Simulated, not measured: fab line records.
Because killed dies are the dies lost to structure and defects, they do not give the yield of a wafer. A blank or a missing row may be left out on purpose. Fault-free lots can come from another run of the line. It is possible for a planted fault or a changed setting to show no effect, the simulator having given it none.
Problem report in the 8D (eight disciplines) form, filled by code | flow gf180mcu | the parts of the form that need people (team, actions taken, sign-off) are left out

== 1. THE ISSUE ==
Mean CONTACT_CVD_00_THK at GF_CONTACT_THK_MEAS_01: 147 nm over 6 wafers in 2 lots; fault-free wafers: 299 nm, standard deviation 3.7. Relative to the usual mean, that is a shift of -41 standard deviations.
Earliest sighting: wafer L251.2 on filmMetro-02 at day 18 14:43. At this step, 39 wafers from 13 lots have a number in the record. Rule for "out" (also "out of limits"): further than 4 standard deviations from the usual mean. The rest of the wafers with a number are treated as sound.

== 2. WHAT IT IS, AND WHAT IT ISN'T ==
question                    | is                         | is not
which readings at this step | CONTACT_CVD_00_THK         | -
which lots                  | L251, L254                 | L241, L242, L244, L245, L247, L258, L260, L261, L262, L263, L264
which wafers of those lots  | all that have a number     | -
read on which gauges        | filmMetro-02, filmMetro-03 | filmMetro-04
when                        | from day 18 14:43          | up to then (15 sound wafers); but 18 sound wafers of L258, L260, L261, L262, L263, L264 came after

== 3. WHAT RULES OUT EACH SUSPECT ==
Counting: a tool at any process step up to the reading remains a suspect when it ran all the lots that are out and ran no sound lot after the first of those.
- the gauge at GF_CONTACT_THK_MEAS_01 has been ruled out. 2 gauges (filmMetro-02, filmMetro-03) read the wafers that are out.
- hdpcvd-01 at GF_CONTACT_CVD_00 (deposits SiO2, target thk 300 nm, time 50 s): ruled out as a lasting fault. Following L251 (day 18 14:40), the first lot on it that is out, the sound lots L260, L261, L262, L264, L263 were run on it.
Left after counting: nothing in the record.

== 4. THE CAUSE (what the simulator had put in) ==
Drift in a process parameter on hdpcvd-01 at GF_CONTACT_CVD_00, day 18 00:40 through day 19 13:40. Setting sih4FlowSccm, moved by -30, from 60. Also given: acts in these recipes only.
It was ruled out by counting, in error; the rule expects a fault to strike all lots run on its tool from its start on, and this fault did not.

== 5. SEQUENCE OF EFFECTS, ordered by route ==
One row per reading whose mean, taken over the struck wafers that have a number, lies over 3 standard deviations from the usual. Scope: only readings with a usual standard deviation given in the record; hours: median across lots of the time from each lot's start at the first step in this table that gives one to its start at this step; sigmas: change in usual standard deviations.
hours | step                   | reading            | usual      | on struck wafers | change | sigmas
0     | GF_CONTACT_CVD_00      | sih4FlowSccm       | 59.96 sccm | 29.91            | -30.05 | -99 or more
0     | GF_CONTACT_THK_MEAS_01 | CONTACT_CVD_00_THK | 299 nm     | 147              | -152   | -41
-     | GF_CONTACT_ETCH_17     | oesProductAu       | 0.813 a.u. | 0.736            | -0.077 | -16
Its process steps:
- GF_CONTACT_CVD_00: deposits SiO2, target thk 300 nm, time 50 s.
- GF_CONTACT_ETCH_17: etches SiO2 in C4F8/O2/Ar, stops on CoSi2, target depth 860 nm.

== 6. HOW IT WOULD HAVE BEEN CAUGHT EARLIER ==
14 hours passed between the start of the fault at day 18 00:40 and the first reading out of limits at a measuring or inspecting step in this record, taken at day 18 14:43.
Tool's own readings at GF_CONTACT_CVD_00, sih4FlowSccm: out on all struck wafers the step has rows for; an alarm limit on them would have tripped on the first.
